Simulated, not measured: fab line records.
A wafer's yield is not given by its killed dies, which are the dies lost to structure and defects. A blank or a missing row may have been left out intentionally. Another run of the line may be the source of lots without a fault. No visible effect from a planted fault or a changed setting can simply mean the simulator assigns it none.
Check of tool commonality || flow sky130 || Sampled: 8 lots, 24 wafers

## THE REASON FOR OPENING IT
4 of 8 lots carry a flag on the reading VT_ADJUST_LVTN_TW at SKY_VT_ADJUST_LVTN_TW_MEAS_10. Wafers without a fault read 240.4, standard deviation 2.1.
Rule: a lot gets a flag if all its wafers with a number sit over 4 standard deviations from that mean, or if no wafer of it has a number. As for the other lots, they are considered sound.

{"lot": "L842", "measured": "day 6 21:12", "on": "filmMetro-04", "VT_ADJUST_LVTN_TW, wafer by wafer": "239.9 239.7 239.9", "flag": ""}
{"lot": "L843", "measured": "day 7 07:18", "on": "filmMetro-04", "VT_ADJUST_LVTN_TW, wafer by wafer": "239.4 239.5 240.2", "flag": ""}
{"lot": "L844", "measured": "day 7 11:55", "on": "filmMetro-04", "VT_ADJUST_LVTN_TW, wafer by wafer": "241.5 239.0 238.8", "flag": ""}
{"lot": "L845", "measured": "day 7 18:21", "on": "filmMetro-02", "VT_ADJUST_LVTN_TW, wafer by wafer": "240.8 240.9 240.2", "flag": ""}
{"lot": "L846", "measured": "day 8 02:50", "on": "filmMetro-04", "VT_ADJUST_LVTN_TW, wafer by wafer": "467.6 469.1 465.8", "flag": "FLAGGED"}
{"lot": "L847", "measured": "day 8 15:15", "on": "filmMetro-03", "VT_ADJUST_LVTN_TW, wafer by wafer": "474.1 476.4 479.7", "flag": "FLAGGED"}
{"lot": "L848", "measured": "day 8 18:56", "on": "filmMetro-04", "VT_ADJUST_LVTN_TW, wafer by wafer": "466.6 466.8 466.2", "flag": "FLAGGED"}
{"lot": "L849", "measured": "day 8 20:53", "on": "filmMetro-04", "VT_ADJUST_LVTN_TW, wafer by wafer": "467.0 464.4 465.4", "flag": "FLAGGED"}
Averaged over the flagged lots the numbers come to 469.1, +228.7 from the usual (+99 or more standard deviations).

## TOOL THAT RAN EACH LOT
The record holds 2 process steps before the reading, out of a route of 708 steps. Read each cell as the tool, then ch plus the chambers that the sampled wafers visited, then the start.
{"lot": "L842", "flag": "", "SKY_FIELD_ISO_ETCH_17": "rieSi-01 ch 0,1,3, day 2 06:43", "SKY_VT_ADJUST_LVTN_IMPLANT_08": "implanter-01 ch 0, day 6 20:58"}
{"lot": "L843", "flag": "", "SKY_FIELD_ISO_ETCH_17": "rieSi-02 ch 0,2,3, day 2 11:20", "SKY_VT_ADJUST_LVTN_IMPLANT_08": "implanter-01 ch 0, day 7 07:03"}
{"lot": "L844", "flag": "", "SKY_FIELD_ISO_ETCH_17": "rieSi-01 ch 0,1, day 2 16:59", "SKY_VT_ADJUST_LVTN_IMPLANT_08": "implanter-03 ch 0, day 7 11:41"}
{"lot": "L845", "flag": "", "SKY_FIELD_ISO_ETCH_17": "rieSi-02 ch 0,1,2, day 2 21:29", "SKY_VT_ADJUST_LVTN_IMPLANT_08": "implanter-04 ch 0, day 7 18:06"}
{"lot": "L846", "flag": "FLAGGED", "SKY_FIELD_ISO_ETCH_17": "rieSi-01 ch 0,1, day 3 01:17", "SKY_VT_ADJUST_LVTN_IMPLANT_08": "implanter-03 ch 0, day 8 02:37"}
{"lot": "L847", "flag": "FLAGGED", "SKY_FIELD_ISO_ETCH_17": "rieSi-02 ch 2,3, day 3 11:00", "SKY_VT_ADJUST_LVTN_IMPLANT_08": "implanter-03 ch 0, day 8 15:01"}
{"lot": "L848", "flag": "FLAGGED", "SKY_FIELD_ISO_ETCH_17": "rieSi-02 ch 0,2,3, day 3 14:14", "SKY_VT_ADJUST_LVTN_IMPLANT_08": "implanter-03 ch 0, day 8 18:41"}
{"lot": "L849", "flag": "FLAGGED", "SKY_FIELD_ISO_ETCH_17": "rieSi-01 ch 0,1, day 3 16:57", "SKY_VT_ADJUST_LVTN_IMPLANT_08": "implanter-04 ch 0, day 8 20:38"}
What is done by these steps:
- SKY_FIELD_ISO_ETCH_17: etches Si in HBr/Cl2/O2, target depth 342 nm, time 97.7 s.
- SKY_VT_ADJUST_LVTN_IMPLANT_08
- SKY_VT_ADJUST_LVTN_TW_MEAS_10

## FLAGGED OVER TOTAL, TOOL BY TOOL (the gauges that took the reading come last)
{"step": "SKY_FIELD_ISO_ETCH_17", "tool": "rieSi-01", "lots run": 4, "flagged": 2, "share of the flagged lots": "some", "sound lots run after its first flagged lot": 0}
{"step": "SKY_FIELD_ISO_ETCH_17", "tool": "rieSi-02", "lots run": 4, "flagged": 2, "share of the flagged lots": "some", "sound lots run after its first flagged lot": 0}
{"step": "SKY_VT_ADJUST_LVTN_IMPLANT_08", "tool": "implanter-01", "lots run": 2, "flagged": 0, "share of the flagged lots": "none", "sound lots run after its first flagged lot": "-"}
{"step": "SKY_VT_ADJUST_LVTN_IMPLANT_08", "tool": "implanter-03", "lots run": 4, "flagged": 3, "share of the flagged lots": "some", "sound lots run after its first flagged lot": 0}
{"step": "SKY_VT_ADJUST_LVTN_IMPLANT_08", "tool": "implanter-04", "lots run": 2, "flagged": 1, "share of the flagged lots": "some", "sound lots run after its first flagged lot": 0}
{"step": "SKY_VT_ADJUST_LVTN_TW_MEAS_10", "tool": "filmMetro-02", "lots run": 1, "flagged": 0, "share of the flagged lots": "none", "sound lots run after its first flagged lot": "-"}
{"step": "SKY_VT_ADJUST_LVTN_TW_MEAS_10", "tool": "filmMetro-03", "lots run": 1, "flagged": 1, "share of the flagged lots": "some", "sound lots run after its first flagged lot": 0}
{"step": "SKY_VT_ADJUST_LVTN_TW_MEAS_10", "tool": "filmMetro-04", "lots run": 6, "flagged": 3, "share of the flagged lots": "some", "sound lots run after its first flagged lot": 0}

## WHAT THE TABLE PERMITS
No row of the table ran every flagged lot.

## WHAT THE SIMULATOR HAD INSERTED
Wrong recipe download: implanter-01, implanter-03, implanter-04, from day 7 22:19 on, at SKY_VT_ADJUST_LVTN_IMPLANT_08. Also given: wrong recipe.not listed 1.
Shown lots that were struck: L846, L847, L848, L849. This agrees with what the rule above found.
